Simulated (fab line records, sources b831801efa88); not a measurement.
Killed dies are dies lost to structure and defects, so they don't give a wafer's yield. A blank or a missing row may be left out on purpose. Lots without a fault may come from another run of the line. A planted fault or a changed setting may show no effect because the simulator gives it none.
Problem report in the 8D (eight disciplines) form, filled by code | flow sky130 | the parts of the form that need people (team, actions taken, sign-off) are left out

1. THE PROBLEM
prime_temp_c at SKY_PAD_OPEN_HMDS_01 reads a mean of 112.92 C on 8 wafers of 3 lots; wafers without a fault read 120.00 C with a standard deviation of 0.12. That is -59 standard deviations from the usual mean.
The step: prime time 60 s.
First seen on wafer L123.2, day 49 05:01, on litho_track-03. The record holds 35 wafers of 12 lots with a number at this step. Rule for "out", or "out of limits": more than 4 standard deviations from the usual mean. The other wafers with a number count as sound.

2. WHAT IT IS AND WHAT IT IS NOT
question                    | is                     | is not
which readings at this step | prime_temp_c           | -
which lots                  | L123, L125, L126       | L108, L110, L111, L112, L114, L115, L116, L127, L128
which wafers of those lots  | all that have a number | -
read on which tools         | litho_track-03         | litho_track-01, litho_track-02
when                        | from day 49 05:01      | up to then (21 sound wafers); but 6 sound wafers of L127, L128 came after

3. SUSPECTS, AND WHAT RULES EACH OUT
Counting: a tool at a process step up to the reading stays a suspect if it ran every lot that is out and no sound lot after the first of them.
- litho_track-03 at SKY_PAD_OPEN_HMDS_01 (prime time 60 s): kept. It ran every lot that is out, first L123 (day 49 05:01), and no sound lot after that; its last sound lot up to then is L115 (day 47 10:10). Its own readings are out on those wafers: prime_temp_c.
Left after counting: litho_track-03 at SKY_PAD_OPEN_HMDS_01.

4. THE CAUSE (what the simulator had put in)
Process parameter drift: litho_track-03, from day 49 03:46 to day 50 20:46, at SKY_PAD_OPEN_HMDS_01. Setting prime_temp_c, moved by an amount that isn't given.
Counting left only this tool.

5. THE CHAIN OF EFFECTS, in route order
Each row: a reading whose mean over the struck wafers that have a number lies more than 3 standard deviations from the usual. Only readings for which the record gives a usual standard deviation are gone through. hours: the time from each lot's start at the first step in this table that gives one to its start at this step, as a median over the lots. sigmas: the change in usual standard deviations.
hours | step                 | reading      | usual    | on struck wafers | change | sigmas
0     | SKY_PAD_OPEN_HMDS_01 | prime_temp_c | 120.00 C | 112.92           | -7.08  | -59
The process steps in it:
- SKY_PAD_OPEN_HMDS_01: prime time 60 s.

6. WHAT WOULD HAVE CAUGHT IT SOONER
In this record the first reading out of limits was taken at day 49 05:01, 1 hour after the fault began at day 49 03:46.
